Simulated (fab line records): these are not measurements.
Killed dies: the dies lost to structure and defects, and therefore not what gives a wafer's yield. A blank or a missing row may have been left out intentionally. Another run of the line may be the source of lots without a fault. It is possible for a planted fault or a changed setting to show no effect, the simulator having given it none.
A lot that was struck, set against a sound lot -- flow gf180mcu -- 14 steps out of a route of 602
Sound: the wafers L763.2, L763.4, L763.5. Wafers L758.2, L758.5, L758.6 were the ones struck. The cause is given at the end.
For every step that has rows: the tool of each side, followed by ch and its chambers, followed by its first start. Under that, the readings that differ: sound wafers -- struck wafers -- difference of the means -- sigmas: that difference in standard deviations of wafers without a fault.
alike: a reading whose means differ by less than 2 such deviations, as well as words and numbers matching on both sides. not compared: withheld readings; readings where some wafer has no value; bounds like >300 that might hide an equal value; numbers whose values overlap and for which the record gives no deviation.
The two part at a step that has a row with sigmas, a row that says differs or no value, or rows on one side only. When numbers do not overlap yet have no deviation, they are printed without sigmas and do not part them. A reading that every wafer of one side lacks parts them only if that side has two wafers or more.

first, 4 steps without rows for these wafers: GF_DNWELL_EXPOSE_04 (exposes mask DNWELL, target cd 1700 nm); GF_DNWELL_PEB_05; GF_DNWELL_DEVELOP_06 (develop time 60 s); GF_DNWELL_IMPLANT_07.
GF_DNWELL_STRIP_08: strips in O2/N2.
  sound on plasma-asher-03 ch 0,1, day 5 19:31; struck on plasma-asher-01 ch 0,1, day 4 18:46
reading,sound,struck,difference,sigmas
strip-time-to-endpoint-s (s),37.12 37.16 37.06,36.87 36.76 36.89,-0.27,-2
  alike: drypump-motor-current-A, heater-power-w, oes-product-au
  not compared: rf-hours-counter-h
GF_DNWELL_TW_MEAS_09:
  sound: film-metro-01 at day 5 19:38; struck: film-metro-02 at day 4 18:52
  alike: DNWELL_TW
then, 6 steps without rows for these wafers: GF_NWELL_DEHYDRATE_00 (time 60 s); GF_NWELL_HMDS_01 (prime time 60 s); GF_NWELL_COAT_02 (resist thk 3000 nm); GF_NWELL_SOFTBAKE_03; GF_NWELL_EXPOSE_04 (exposes mask Nwell, target cd 860 nm); GF_NWELL_PEB_05.
GF_NWELL_DEVELOP_06: develop time 60 s.
  struck on litho-track-04, day 5 08:00; sound on litho-track-01 ch 0, day 6 10:00
  no value came back on the struck wafers for chill-plate-temp-C (C), develop-time-s (s); on the sound wafers chill-plate-temp-C (C) reads 22.90 22.94 22.93
GF_NWELL_OVL_MEAS_07:
  sound: overlay-01 at day 6 11:07; struck: overlay-02 at day 5 08:31
reading,sound,struck,difference,sigmas
NWELL_OVL (nm),0.9 1.3 -0.8,- - -,no value on the struck wafers,

== WHERE THEY PART ==
Earliest at GF_DNWELL_STRIP_08; latest, in this record, at GF_NWELL_OVL_MEAS_07.

WHY: whatever the simulator had introduced
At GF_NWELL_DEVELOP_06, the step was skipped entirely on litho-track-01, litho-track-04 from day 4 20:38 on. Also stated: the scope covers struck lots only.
